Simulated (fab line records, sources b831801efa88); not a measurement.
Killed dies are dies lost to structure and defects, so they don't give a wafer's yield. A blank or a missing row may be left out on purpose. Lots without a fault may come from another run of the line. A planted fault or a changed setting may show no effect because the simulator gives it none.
Chamber matching | flow sky130 | SKY_VIA3_CMP_02 on cmp-01: 4 sister chambers
The step polishes SiO2. 8 wafers are shown with their chamber, then 8 later ones without.

WAFERS WITH THEIR CHAMBER
wafer  | chamber | motor_current_A (A)
L085.1 | 1       | 13.2
L085.3 | 0       | 11.5
L085.5 | 3       | 10.9
L085.6 | 2       | 12.8
L087.1 | 1       | 13.1
L087.2 | 0       | 11.5
L087.3 | 2       | 13.0
L087.4 | 3       | 10.5

WAFERS WITHOUT THEIR CHAMBER
wafer  | motor_current_A (A)
L087.5 | 12.7
L087.6 | 10.5
L088.1 | 13.1
L088.2 | 10.3
L088.3 | 12.7
L088.4 | 10.9
L088.5 | 11.0
L088.6 | 12.9

WHICH CHAMBER EACH WENT THROUGH
wafer  | from the rows above     | in truth
L087.5 | can't be placed: 2 or 1 | 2
L087.6 | 3                       | 3
L088.1 | can't be placed: 1 or 2 | 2
L088.2 | 3                       | 3
L088.3 | can't be placed: 2 or 1 | 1
L088.4 | 3                       | 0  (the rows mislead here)
L088.5 | can't be placed: 3 or 0 | 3
L088.6 | can't be placed: 2 or 1 | 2
Placed correctly: 2 of 8. Can't be placed from these rows: 5 (the true chamber is among the candidates in 5). Placed wrongly: 1.
How it was worked out, from the rows above alone: a wafer's distance from a chamber is the root of the sum, over the readings, of the square of ((its reading less the chamber's mean) divided by the reading's scatter). The wafer belongs to the nearest chamber; if the next one is less than 2 further off, it can't be placed. A chamber's mean is the mean of its shown wafers. The scatter: the root of (the sum of the squares of (reading less its chamber's mean) over the shown wafers, divided by (wafers less chambers)).
